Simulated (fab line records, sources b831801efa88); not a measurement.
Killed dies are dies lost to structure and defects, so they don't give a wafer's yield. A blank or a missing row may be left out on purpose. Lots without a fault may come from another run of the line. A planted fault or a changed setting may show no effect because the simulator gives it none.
Tool commonality check | flow gf180mcu | 14 lots, 42 wafers sampled

WHY IT WAS OPENED
At GF_V2_RS_MEAS_24 the reading V2_W_RS is flagged on 2 of 14 lots. Wafers without a fault read 0.326 ohm/sq, standard deviation 0.0042.
Rule: a lot is flagged when every wafer of it that has a number lies more than 4 standard deviations from that mean, or none has a number. The other lots count as sound.

lot  | measured     | on            | V2_W_RS (ohm/sq), wafer by wafer | flag
L252 | day 20 06:44 | film_metro-02 | 0.322 0.327 0.330                |
L253 | day 20 14:46 | film_metro-04 | 0.320 0.327 0.329                |
L255 | day 21 10:33 | film_metro-04 | 0.331 0.330 0.325                |
L256 | day 22 05:31 | film_metro-01 | 0.325 0.321 0.329                |
L257 | day 22 11:54 | film_metro-01 | 0.322 0.319 0.328                |
L259 | day 23 01:55 | film_metro-01 | 43.911 43.014 43.914             | FLAGGED
L260 | day 23 10:34 | film_metro-04 | 44.718 44.146 43.953             | FLAGGED
L268 | day 25 23:38 | film_metro-04 | 0.317 0.319 0.328                |
L269 | day 26 09:17 | film_metro-02 | 0.320 0.323 0.323                |
L270 | day 26 14:47 | film_metro-04 | 0.326 0.320 0.329                |
L272 | day 27 01:41 | film_metro-01 | 0.320 0.322 0.325                |
L273 | day 27 11:20 | film_metro-02 | 0.322 0.332 0.321                |
L274 | day 27 15:30 | film_metro-04 | 0.332 0.323 0.321                |
L275 | day 28 02:12 | film_metro-01 | 0.335 0.336 0.322                |
The numbers of the flagged lots are 43.943 ohm/sq on average: +43.617 ohm/sq against the usual, or +99 or more standard deviations.

WHICH TOOL RAN EACH LOT
The record holds 1 process step before the reading, out of a route of 602 steps. In each cell: the tool, then ch and the chambers that the sampled wafers went through, then the start.
lot  | flag    | GF_V2_CVD_23
L252 |         | cvd_w-01 ch 0,1, day 20 06:38
L253 |         | cvd_w-02 ch 0,1, day 20 14:38
L255 |         | cvd_w-02 ch 0,1, day 21 10:26
L256 |         | cvd_w-01 ch 0,1, day 22 05:23
L257 |         | cvd_w-01 ch 0,1, day 22 11:47
L259 | FLAGGED | cvd_w-01 ch 0,1, day 23 01:47
L260 | FLAGGED | cvd_w-02 ch 1, day 23 10:26
L268 |         | cvd_w-01 ch 0,1, day 25 23:30
L269 |         | cvd_w-01 ch 0, day 26 09:10
L270 |         | cvd_w-01 ch 0,1, day 26 14:40
L272 |         | cvd_w-01 ch 0,1, day 27 01:33
L273 |         | cvd_w-01 ch 0,1, day 27 11:14
L274 |         | cvd_w-01 ch 0,1, day 27 15:23
L275 |         | cvd_w-01 ch 0,1, day 28 02:05
What these steps do:
- GF_V2_CVD_23: deposits W, target thk 350 nm, time 104.94 s.
- GF_V2_RS_MEAS_24: measures by four-point-probe.

FLAGGED OVER TOTAL, TOOL BY TOOL (the gauges that took the reading come last)
step             | tool          | lots run | flagged | share of the flagged lots | sound lots run after its first flagged lot
GF_V2_CVD_23     | cvd_w-01      | 11       | 1       | some                      | 7 (L268,L269,L270,L272,L273,L274,L275)
GF_V2_CVD_23     | cvd_w-02      | 3        | 1       | some                      | 0
GF_V2_RS_MEAS_24 | film_metro-01 | 5        | 1       | some                      | 2 (L272,L275)
GF_V2_RS_MEAS_24 | film_metro-02 | 3        | 0       | none                      | -
GF_V2_RS_MEAS_24 | film_metro-04 | 6        | 1       | some                      | 3 (L268,L270,L274)

WHAT THE TABLE ALLOWS
No row of the table ran every flagged lot.

WHAT THE SIMULATOR HAD PUT IN
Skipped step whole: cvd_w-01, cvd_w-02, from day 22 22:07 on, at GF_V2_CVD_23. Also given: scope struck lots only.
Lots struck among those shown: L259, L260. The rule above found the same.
